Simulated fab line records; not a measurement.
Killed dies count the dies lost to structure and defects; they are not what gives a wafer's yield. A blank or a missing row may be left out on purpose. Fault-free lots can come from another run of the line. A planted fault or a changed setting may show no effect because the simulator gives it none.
Matching of chambers :: flow sky130 :: 4 sister chambers for SKY_VIA3_CMP_02 on cmp-01
The step polishes SiO2. 4 wafers are shown with their chamber, then 10 later ones without.

## WAFERS PAIRED WITH THEIR CHAMBERS
wafer: L082.5
chamber: 1
motorCurrentA (A): 10.5

wafer: L085.4
chamber: 3
motorCurrentA (A): 12.7

wafer: L086.4
chamber: 2
motorCurrentA (A): 11.2

wafer: L086.5
chamber: 0
motorCurrentA (A): 14.6

## WAFERS WITH NO CHAMBER GIVEN
wafer: L086.6
motorCurrentA (A): 12.8

wafer: L089.1
motorCurrentA (A): 12.2

wafer: L089.4
motorCurrentA (A): 10.8

wafer: L089.5
motorCurrentA (A): 12.4

wafer: L095.1
motorCurrentA (A): 14.5

wafer: L095.5
motorCurrentA (A): 10.1

wafer: L095.6
motorCurrentA (A): 15.7

wafer: L097.1
motorCurrentA (A): 10.2

wafer: L097.4
motorCurrentA (A): 12.4

wafer: L097.6
motorCurrentA (A): 10.1

## CHAMBER TAKEN BY EACH
wafer: L086.6
from the rows above: 3
in truth: 3

wafer: L089.1
from the rows above: can't be placed: 3 or 2
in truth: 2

wafer: L089.4
from the rows above: can't be placed: 1 or 2
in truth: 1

wafer: L089.5
from the rows above: can't be placed: 3 or 2
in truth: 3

wafer: L095.1
from the rows above: 0
in truth: 0

wafer: L095.5
from the rows above: can't be placed: 1 or 2
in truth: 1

wafer: L095.6
from the rows above: 0
in truth: 0

wafer: L097.1
from the rows above: can't be placed: 1 or 2
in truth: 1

wafer: L097.4
from the rows above: can't be placed: 3 or 2
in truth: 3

wafer: L097.6
from the rows above: can't be placed: 1 or 2
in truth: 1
Correctly placed: 3 of 10. Not placeable from these rows: 7 (in 7, the candidates include the true chamber). Placed wrongly: 0.
How it was worked out, from the rows above alone: a wafer's distance from a chamber is the root of the sum, over the readings, of the square of ((its reading less the chamber's mean) divided by the reading's scatter). The wafer belongs to the nearest chamber; if the next one is less than 2 further off, it can't be placed. Each chamber's mean is taken over the wafers shown for it. The scatter: with one shown wafer a chamber, the root of the mean of the squares of how far each hidden wafer lies from its nearest shown one.
